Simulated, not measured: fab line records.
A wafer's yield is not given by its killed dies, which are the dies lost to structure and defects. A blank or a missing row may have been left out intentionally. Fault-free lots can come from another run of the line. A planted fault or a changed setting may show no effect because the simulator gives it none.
Chamber matching ; flow gf180mcu ; GF_V2_CMP_04 on cmp-01: 4 sister chambers
The step polishes SiO2. 14 wafers are shown with their chamber, then 7 later ones without.

WAFERS PAIRED WITH THEIR CHAMBERS
wafer;chamber;motor current A (A);time to endpoint s (s)
L169.3;1;12.1;68
L169.4;0;13.0;86
L169.6;3;9.6;82
L170.1;1;12.6;73
L170.2;2;13.0;68
L170.6;2;13.3;77
L174.1;2;13.2;76
L174.5;3;9.4;89
L174.6;0;13.6;78
L176.2;2;13.5;78
L176.4;0;14.3;93
L176.5;2;14.2;83
L178.2;1;12.4;83
L178.3;0;13.6;89

SIGNATURES (averages over the wafers above)
reading;chamber 0;chamber 1;chamber 2;chamber 3;scatter within a chamber
motor current A;13.625;12.367;13.440;9.500;0.43
time to endpoint s;86.50;74.67;76.40;85.50;6.16
Rule: a wafer's distance from a chamber is the root of the sum, over the readings, of the square of ((its reading less the chamber's mean) divided by the reading's scatter). The wafer belongs to the nearest chamber; if the next one is less than 2 further off, it can't be placed. The scatter: the root of (the sum of the squares of (reading less its chamber's mean) over the shown wafers, divided by (wafers less chambers)).

WAFERS MISSING THEIR CHAMBER
wafer;motor current A (A);time to endpoint s (s)
L178.4;14.2;84
L185.2;12.6;72
L185.4;9.4;81
L185.5;9.8;85
L186.1;9.8;78
L186.4;13.7;83
L186.6;13.1;82

CHAMBER TAKEN BY EACH
wafer;from the rows above;in truth
L178.4;can't be placed: 0 or 2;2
L185.2;can't be placed: 1 or 2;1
L185.4;3;3
L185.5;3;3
L186.1;3;3
L186.4;can't be placed: 0 or 2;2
L186.6;can't be placed: 2 or 0 or 1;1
Correctly placed: 3 of 7. Unplaceable from these rows: 4, with the true chamber sitting among the candidates in 4. Wrongly placed: 0.
